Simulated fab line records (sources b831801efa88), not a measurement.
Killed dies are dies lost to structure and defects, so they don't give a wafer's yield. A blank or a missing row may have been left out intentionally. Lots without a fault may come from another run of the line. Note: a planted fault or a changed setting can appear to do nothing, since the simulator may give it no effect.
One fault through the eyes of 2 desks ; flow sky130 ; what lay behind the numbers comes last; until then each desk has only its own

## FROM THE METROLOGY DESK
Lot by lot, what the gauges showed, no matter which tool ran the lot: averages of those sampled wafers that carry a number. A lot is out of limits, marked OUT, if its mean lies more than 4 standard deviations from the usual mean; the brackets give that distance.
Columns: A = RES_XHIGH_TW at SKY_RES_XHIGH_TW_MEAS_09, usual 1620; B = RES_XHIGH_RS at SKY_SD_N_RS_MEAS_18, usual 334.0 ohm/sq; C = LI_CONTACT_BOW at SKY_LI_CONTACT_BOW_MEAS_03, usual 56 um
lot;first seen here;A;B;C
L799;day 26 03:22;1615;333.3;53
L800;day 26 19:59;1589;335.2;57
L802;day 27 09:48;1635;334.9;59
L807;day 29 08:08;1646;331.7;62
L808;day 30 08:14;1591;335.0;51
L809;day 30 13:24;797 (-37) OUT;2012.6 (+99 or more) OUT;-
L810;day 30 14:15;786 (-38) OUT;2016.5 (+99 or more) OUT;-
L817;day 32 21:37;1611;334.2;48
L818;day 33 02:21;1649;333.6;57
L819;day 33 07:20;1645;333.4;60
L820;day 34 07:51;1583;334.9;48
This desk finds L809, L810 out of limits, with the earliest case on L809 at day 30 13:24 (RES_XHIGH_TW at SKY_RES_XHIGH_TW_MEAS_09). Within limits: L799, L800, L802, L807, L808, L817, L818, L819, L820.

## DESK OF THE TOOL OWNER: implanter-03
The tool's own readings at SKY_RES_XHIGH_IMPLANT_07: means of the sampled wafers that have a number, for each lot that ran on this tool. A lot is out of limits, marked OUT, if its mean lies more than 4 standard deviations from the usual mean; the brackets give that distance.
Columns: A = beam-on-s at SKY_RES_XHIGH_IMPLANT_07, usual 35.6 s; B = dose-ions-cm2 at SKY_RES_XHIGH_IMPLANT_07, usual 3.6e+14; C = faraday-current-uA at SKY_RES_XHIGH_IMPLANT_07, usual 572
lot;first seen here;A;B;C
L799;day 26 03:07;34.8;3.6e+14;584
L800;day 26 19:46;34.6;3.6e+14;590
L807;day 29 07:53;34.2;3.6e+14;594
L808;day 30 08:00;34.1;3.6e+14;595
L809;day 30 13:10;9.8 (-14) OUT;3.6e+13 (-99 or more) OUT;207 (-13) OUT
L810;day 30 14:02;9.9 (-14) OUT;3.6e+13 (-99 or more) OUT;205 (-13) OUT
Finding of this desk: L809, L810 out of limits; the first was L809 at day 30 13:10, on beam-on-s at SKY_RES_XHIGH_IMPLANT_07. Within limits: L799, L800, L807, L808.

## PUT TOGETHER
On L809, L810, at day 30 13:10, an alarm was possible from the tool owner's desk.
L809, L810 would have let the metrology desk raise an alarm at day 30 13:24.
Every lot named ran SKY_RES_XHIGH_IMPLANT_07 on implanter-03.

## WHAT WAS PUT IN BY THE SIMULATOR
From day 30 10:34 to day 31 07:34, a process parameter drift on implanter-03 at SKY_RES_XHIGH_IMPLANT_07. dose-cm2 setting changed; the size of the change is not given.
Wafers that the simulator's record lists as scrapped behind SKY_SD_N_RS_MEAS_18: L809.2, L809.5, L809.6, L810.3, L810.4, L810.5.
Shown lots that were struck: L809, L810.
Delay (hours) between the fault's onset and each desk's first out-of-limits reading: 3 at the tool owner's desk, 3 at the metrology desk.
